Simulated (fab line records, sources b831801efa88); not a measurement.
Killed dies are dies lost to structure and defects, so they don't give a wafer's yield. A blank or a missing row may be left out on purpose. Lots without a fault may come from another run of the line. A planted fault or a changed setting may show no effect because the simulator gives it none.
Which tool did it? | flow sky130 | 15 lots, 45 wafers sampled, at 5 steps of a route of 708

WHAT THE GAUGES READ, wafer by wafer
SKY_LDD_HVN_OVL_MEAS_07. Usual: LDD_HVN_OVL 1.3 nm, standard deviation 1.6.
lot  | measured     | on         | LDD_HVN_OVL (nm) | flag
L981 | day 19 18:33 | overlay-02 | 1.0 0.1 0.9      |
L984 | day 21 04:12 | overlay-02 | 1.2 3.0 3.0      |
L985 | day 22 10:15 | overlay-02 | -1.7 0.0 -0.9    |
L986 | day 22 18:06 | overlay-02 | -0.1 2.0 -0.2    |
L987 | day 22 18:53 | overlay-01 | 2.3 1.2 -1.2     |
L988 | day 23 00:30 | overlay-02 | 4.7 2.0 2.7      |
L992 | day 24 14:14 | overlay-01 | 3.2 3.4 2.7      |
L994 | day 24 23:31 | overlay-01 | 2.2 1.9 1.1      |
L995 | day 25 04:45 | overlay-02 | 1.3 1.8 1.2      |
L996 | day 25 17:27 | overlay-01 | 3.2 1.9 1.6      |
L997 | day 25 19:44 | overlay-01 | 3.4 3.5 1.5      |
L998 | day 26 09:50 | overlay-01 | 0.4 0.6 3.9      |
L999 | day 26 12:02 | overlay-02 | 0.2 2.6 0.8      |
L101 | day 27 06:48 | overlay-01 | 2.2 1.3 0.5      |
L102 | day 28 05:49 | overlay-01 | 4.4 2.3 4.3      |

SKY_LDD_HVP_OVL_MEAS_07. Usual: LDD_HVP_OVL 0.6 nm, standard deviation 1.7.
lot  | measured     | on         | LDD_HVP_OVL (nm) | flag
L981 | day 21 02:04 | overlay-01 | 2.3 0.8 1.7      |
L984 | day 22 10:34 | overlay-01 | 0.8 -0.3 -1.0    |
L985 | day 23 16:30 | overlay-01 | 2.2 -0.5 0.9     |
L986 | day 23 23:49 | overlay-02 | -0.6 -3.8 -2.9   |
L987 | day 24 00:51 | overlay-01 | -0.7 -1.6 0.6    |
L988 | day 24 07:03 | overlay-01 | 1.0 1.0 1.6      |
L992 | day 25 20:03 | overlay-01 | 2.5 3.9 2.6      |
L994 | day 26 05:00 | overlay-01 | 1.5 0.7 1.4      |
L995 | day 26 10:29 | overlay-02 | 0.5 0.8 0.8      |
L996 | day 26 22:57 | overlay-02 | 0.6 2.3 -0.5     |
L997 | day 27 01:14 | overlay-01 | 0.9 -0.6 -1.2    |
L998 | day 27 14:02 | overlay-01 | 2.6 3.5 3.9      |
L999 | day 27 16:46 | overlay-02 | 3.1 3.5 3.7      |
L101 | day 28 10:50 | overlay-02 | 1.8 0.5 -1.4     |
L102 | day 29 09:54 | overlay-02 | 0.8 1.5 1.4      |

SKY_LDD_LDN_TW_MEAS_13. Usual: LDD_LDN_TW 1480, standard deviation 14.
lot  | measured     | on            | LDD_LDN_TW                    | flag
L981 | day 22 09:46 | film_metro-04 | 1476 1481 1479                |
L984 | day 23 17:19 | film_metro-03 | 1485 1477 1481                |
L985 | day 24 23:02 | film_metro-04 | 1460 1465 1460                |
L986 | day 25 06:40 | film_metro-04 | 1351 1350 1353 1351 1347 1349 | OFF
L987 | day 25 07:16 | film_metro-01 | 1382 1383 1384 1389 1378 1384 | OFF
L988 | day 25 13:08 | film_metro-03 | 1369 1361 1364 1365 1368 1360 | OFF
L992 | day 27 02:14 | film_metro-03 | 1468 1470 1471                |
L994 | day 27 10:10 | film_metro-04 | 1471 1463 1475                |
L995 | day 27 16:15 | film_metro-04 | 1463 1472 1464                |
L996 | day 28 04:05 | film_metro-03 | 1477 1475 1470                |
L997 | day 28 06:47 | film_metro-04 | 1478 1482 1473                |
L998 | day 28 19:13 | film_metro-04 | 1486 1478 1482                |
L999 | day 28 21:58 | film_metro-01 | 1506 1510 1504                |
L101 | day 29 15:25 | film_metro-04 | 1468 1470 1477                |
L102 | day 30 14:05 | film_metro-04 | 1476 1466 1479                |

WHICH TOOL RAN EACH LOT (tool, then ch and the chambers of the sampled wafers, then the start)
lot  | SKY_LDD_N_STRIP_16                   | SKY_LDD_LDN_IMPLANT_09
L981 | plasma_asher-02 ch 0,1, day 17 06:50 | implanter-01 ch 0, day 22 09:14
L984 | plasma_asher-01 ch 0,1, day 18 14:28 | implanter-03 ch 0, day 23 16:46
L985 | plasma_asher-01 ch 0,1, day 19 21:02 | implanter-03 ch 0, day 24 22:29
L986 | plasma_asher-01 ch 0,1, day 20 04:19 | implanter-03, day 25 06:07
L987 | plasma_asher-02 ch 0,1, day 20 05:35 | implanter-02, day 25 06:43
L988 | plasma_asher-01 ch 0,1, day 20 10:58 | implanter-03, day 25 12:36
L992 | plasma_asher-02 ch 0,1, day 22 02:17 | implanter-01 ch 0, day 27 01:41
L994 | plasma_asher-01 ch 0,1, day 22 12:06 | implanter-03 ch 0, day 27 09:37
L995 | plasma_asher-02 ch 0,1, day 22 17:21 | implanter-03 ch 0, day 27 15:42
L996 | plasma_asher-01 ch 0,1, day 23 05:57 | implanter-02 ch 0, day 28 03:33
L997 | plasma_asher-01 ch 0,1, day 23 07:55 | implanter-01 ch 0, day 28 06:16
L998 | plasma_asher-01 ch 0,1, day 23 22:09 | implanter-03 ch 0, day 28 18:40
L999 | plasma_asher-01 ch 0,1, day 24 01:23 | implanter-01 ch 0, day 28 21:27
L101 | plasma_asher-02 ch 0,1, day 24 21:00 | implanter-02 ch 0, day 29 14:52
L102 | plasma_asher-02 ch 0,1, day 25 20:21 | implanter-03 ch 0, day 30 13:32
- SKY_LDD_N_STRIP_16: strips in O2/N2.
- SKY_LDD_LDN_IMPLANT_09

WHAT THE TOOLS THEMSELVES READ (means of the sampled wafers that have a number; where no wafer has one, the mark that the record gives instead)
SKY_LDD_N_STRIP_16. Usual: drypump_motor_current_A 5.6 A, standard deviation 0.53; oes_product_au 0.407 a.u., standard deviation 0.0044; strip_time_to_endpoint_s 4.316 s, standard deviation 0.018.
lot  | tool            | drypump_motor_current_A (A) | oes_product_au (a.u.) | strip_time_to_endpoint_s (s) | flag
L981 | plasma_asher-02 | 6.3                         | 0.408                 | 4.315                        |
L984 | plasma_asher-01 | 5.2                         | 0.401                 | 4.303                        |
L985 | plasma_asher-01 | 5.5                         | 0.407                 | 4.336                        |
L986 | plasma_asher-01 | 5.4                         | 0.408                 | 4.326                        |
L987 | plasma_asher-02 | 6.1                         | 0.406                 | 4.310                        |
L988 | plasma_asher-01 | 5.2                         | 0.406                 | 4.308                        |
L992 | plasma_asher-02 | 6.1                         | 0.408                 | 4.311                        |
L994 | plasma_asher-01 | 5.4                         | 0.408                 | 4.334                        |
L995 | plasma_asher-02 | 6.1                         | 0.404                 | 4.301                        |
L996 | plasma_asher-01 | 5.2                         | 0.407                 | 4.333                        |
L997 | plasma_asher-01 | 5.2                         | 0.407                 | 4.333                        |
L998 | plasma_asher-01 | 5.4                         | 0.412                 | 4.307                        |
L999 | plasma_asher-01 | 5.4                         | 0.407                 | 4.291                        |
L101 | plasma_asher-02 | 6.1                         | 0.408                 | 4.302                        |
L102 | plasma_asher-02 | 6.3                         | 0.409                 | 4.328                        |

SKY_LDD_LDN_IMPLANT_09. Usual: beam_energy_keV 15.001, standard deviation 0.0048; beam_on_s 10.00 s, standard deviation 0.21.
lot  | tool         | beam_energy_keV | beam_on_s (s) | flag
L981 | implanter-01 | 15.005          | 10.16         |
L984 | implanter-03 | 14.994          | 10.02         |
L985 | implanter-03 | 15.005          | 9.89          |
L986 | implanter-03 | -               | -             | OFF
L987 | implanter-02 | -               | -             | OFF
L988 | implanter-03 | -               | -             | OFF
L992 | implanter-01 | 14.993          | 10.26         |
L994 | implanter-03 | 15.005          | 9.96          |
L995 | implanter-03 | 15.006          | 9.99          |
L996 | implanter-02 | 14.998          | 10.03         |
L997 | implanter-01 | 15.000          | 9.73          |
L998 | implanter-03 | 15.004          | 9.86          |
L999 | implanter-01 | 15.004          | 10.03         |
L101 | implanter-02 | 14.995          | 10.19         |
L102 | implanter-03 | 14.999          | 10.09         |

THE ANSWER, worked out from the rows above alone
Rule: a lot is off if the mean of its wafers that have a number lies more than 3 standard deviations from the usual mean. A lot without any number at a reading at which 4 lots or more have one is off too. The other lots that the step has rows for count as sound. The gauges are gone through in route order, then the tools' own readings, and for those a lot's mean is taken as printed above. The first step at which some lot is off is used, and at that step the reading that is off furthest; a lot without a number counts as furthest.
Off: L986, L987, L988, at SKY_LDD_LDN_TW_MEAS_13 (LDD_LDN_TW).
A tool fits if, at a process step before that reading, it ran every lot that is off, and no sound lot after the first of them. The gauges at SKY_LDD_LDN_TW_MEAS_13 aren't tried: what is off there is off at SKY_LDD_LDN_IMPLANT_09 too, on other tools, and a gauge's error can't cause that. None of those tried fits.

WHAT THE SIMULATOR HAD PUT IN
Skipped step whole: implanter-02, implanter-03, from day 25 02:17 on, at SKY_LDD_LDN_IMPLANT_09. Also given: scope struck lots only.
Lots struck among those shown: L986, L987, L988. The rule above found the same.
